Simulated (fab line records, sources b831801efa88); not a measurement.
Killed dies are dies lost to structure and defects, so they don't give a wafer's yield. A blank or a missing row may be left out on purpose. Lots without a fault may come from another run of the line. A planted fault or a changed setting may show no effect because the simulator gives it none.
A struck lot beside a sound one | flow sky130 | 17 steps out of a route of 708
Sound: wafers L846.1, L846.2, L846.6. Struck: wafer L865.4. (L865.2, L865.6 of the same lot were not struck and are left out.) The cause comes at the end.
At each step with rows: each side's tool, then ch and its chambers, then its first start. Under that, the readings that differ: sound wafers | struck wafers | difference of the means | sigmas: that difference in standard deviations of wafers without a fault.
alike: readings whose means differ by less than 2 such deviations, and words and numbers that are the same on both sides. not compared: withheld readings, readings that some wafer has no value for, bounds like >300 that may hide the same value, and numbers for which the record gives no deviation and whose values overlap.
The two part at a step that has a row with sigmas, a row that says differs or no value, or rows on one side only. Numbers that don't overlap but have no deviation are shown without sigmas and don't part them. A reading that every wafer of one side lacks parts them only if that side has two wafers or more.

SKY_LI_CONTACT_CMP_02: polishes PSG.
  sound on cmp-02 ch 1,2,3, day 29 08:17; struck on cmp-01 ch 1, day 35 00:47
  reading             | sound          | struck | difference | sigmas
  motor_current_A (A) | 13.1 13.5 12.6 | 9.5    | -3.6       | -2
  alike: time_to_endpoint_s
SKY_LI_CONTACT_BOW_MEAS_03:
  sound on film_metro-03, day 29 08:35; struck on film_metro-03, day 35 01:07
  alike: LI_CONTACT_BOW
then, 8 steps without rows for these wafers: SKY_LI_CONTACT_DEHYDRATE_04 (time 60 s); SKY_LI_CONTACT_HMDS_05 (prime time 60 s); SKY_LI_CONTACT_COAT_06 (resist thk 60 nm); SKY_LI_CONTACT_COAT_07 (resist thk 450 nm); SKY_LI_CONTACT_SOFTBAKE_08 (time 90 s); SKY_LI_CONTACT_EXPOSE_09 (exposes mask LICM1, target cd 170 nm); SKY_LI_CONTACT_PEB_10; SKY_LI_CONTACT_DEVELOP_11 (develop time 60 s).
SKY_LI_CONTACT_CD_MEAS_12: target cd 170 nm.
  sound on cd_sem-01, day 30 12:41; struck on cd_sem-01, day 36 03:43
  alike: cd_nm
SKY_LI_CONTACT_OVL_MEAS_13:
  sound on overlay-02, day 30 12:49; struck on overlay-02, day 36 03:50
  reading             | sound  | struck | difference | sigmas
  LI_CONTACT_OVL (nm) | 12 6 6 | -5     | -13        | -3
SKY_LI_CONTACT_ETCH_14: etches BARC in N2/H2, stops on SiO2, time 45.9 s, target depth 60 nm.
  sound on rie_diel-04 ch 0,1, day 30 12:51; struck on rie_diel-03 ch 1, day 36 03:52
  reading                                           | sound             | struck | difference | sigmas
  oes_product_au (a.u.)                             | 0.857 0.851 0.851 | 1.012  | +0.159     | +32
  run_length_s (s)                                  | 74.2 73.9 73.5    | 43.1   | -30.8      | -75
  model.etch.depth_nm (nm)                          | 59.89 59.79 59.78 | 25.3   | -34.5      |
  model.KrF-thick_of_LI_CONTACT_COAT_07.thk_nm (nm) | 394.6 393.8 393.7 | 419.7  | +25.7      |
  model.LI_CONTACT.cd_nm (nm)                       | 169 169.4 170.3   | 165.4  | -4.2       |
  alike: drypump_motor_current_A, throttle_valve_pct
  not compared: rf_hours_counter_h
SKY_LI_CONTACT_ETCH_15: etches PSG in C4F8/O2/Ar, stops on Si, target depth 600 nm.
  sound on rie_diel-04 ch 0,1, day 30 12:53; struck on rie_diel-03 ch 1, day 36 03:54
  reading                                           | sound             | struck | difference | sigmas
  model.KrF-thick_of_LI_CONTACT_COAT_07.thk_nm (nm) | 230.6 234 232.8   | 256.5  | +24.0      |
  model.LI_CONTACT.cd_nm (nm)                       | 169.7 169.7 170.6 | 165.5  | -4.5       |
  alike: oes_product_au
SKY_LI_CONTACT_STRIP_16: strips in O2/N2.
  sound on plasma_asher-03 ch 0,1, day 30 12:59; struck on plasma_asher-02 ch 0, day 36 03:59
  reading                      | sound             | struck | difference | sigmas
  oes_product_au (a.u.)        | 0.378 0.375 0.378 | 0.394  | +0.017     | +3
  strip_time_to_endpoint_s (s) | 3.48 3.53 3.51    | 3.76   | +0.25      | +6
  alike: drypump_motor_current_A
  not compared: rf_hours_counter_h
then, 1 step without rows for these wafers: SKY_LI_CONTACT_CLEAN_17 (cleans in NMP, time 600 s).
-- the record jumps here: 15 days lie between the struck wafers' starts before and after (it left off in module LI_CONTACT and takes up again in module PAD_OPEN, whose first step shown is number 708 of the route) --
SKY_PAD_OPEN_PROBE_99:
  sound on prober-01, day 47 01:58; struck on prober-02, day 50 17:46
  reading                                 | sound             | struck | difference | sigmas
  killed_at_front_end                     | 8 11 8            | 21     | +12        | +3
  killed_short                            | 35 33 34          | 49     | +15        | +2
  model.etest.licon_pdiff.rc_ohm          | 584.9 586.3 577.9 | 701.5  | +118.5     |
  model.etest.pfet_01v8.r_on_ohm_um       | 2921 2889 2830    | 2932   | +52        |
  model.etest.pfet_g5v0d10v5.r_on_ohm_um  | 4872 4817 4791    | 4771   | -56        |
  model.etest.nfet_g5v0d10v5.r_on_ohm_um  | 1924 1922 1906    | 1939   | +22        |
  model.etest.licon_high_po.rc_ohm        | 357.5 360.3 358.1 | 384.6  | +26.0      |
  model.etest.nfet_01v8.r_on_ohm_um       | 850.1 842.3 835.3 | 857.6  | +15.0      |
  model.etest.licon_ndiff.rc_ohm          | 178.4 182.9 177.4 | 234    | +54        |
  model.etest.sonos_uncharged.r_on_ohm_um | 809.2 811.1 803.7 | 853.3  | +45.3      |
  alike: killed_at_M0_to_M3, killed_at_M4_up, killed_at_contacts, killed_at_other, killed_dies, killed_open

WHERE THEY PART
First at SKY_LI_CONTACT_CMP_02; last, within this record, at SKY_PAD_OPEN_PROBE_99.

WHY: what the simulator had put in
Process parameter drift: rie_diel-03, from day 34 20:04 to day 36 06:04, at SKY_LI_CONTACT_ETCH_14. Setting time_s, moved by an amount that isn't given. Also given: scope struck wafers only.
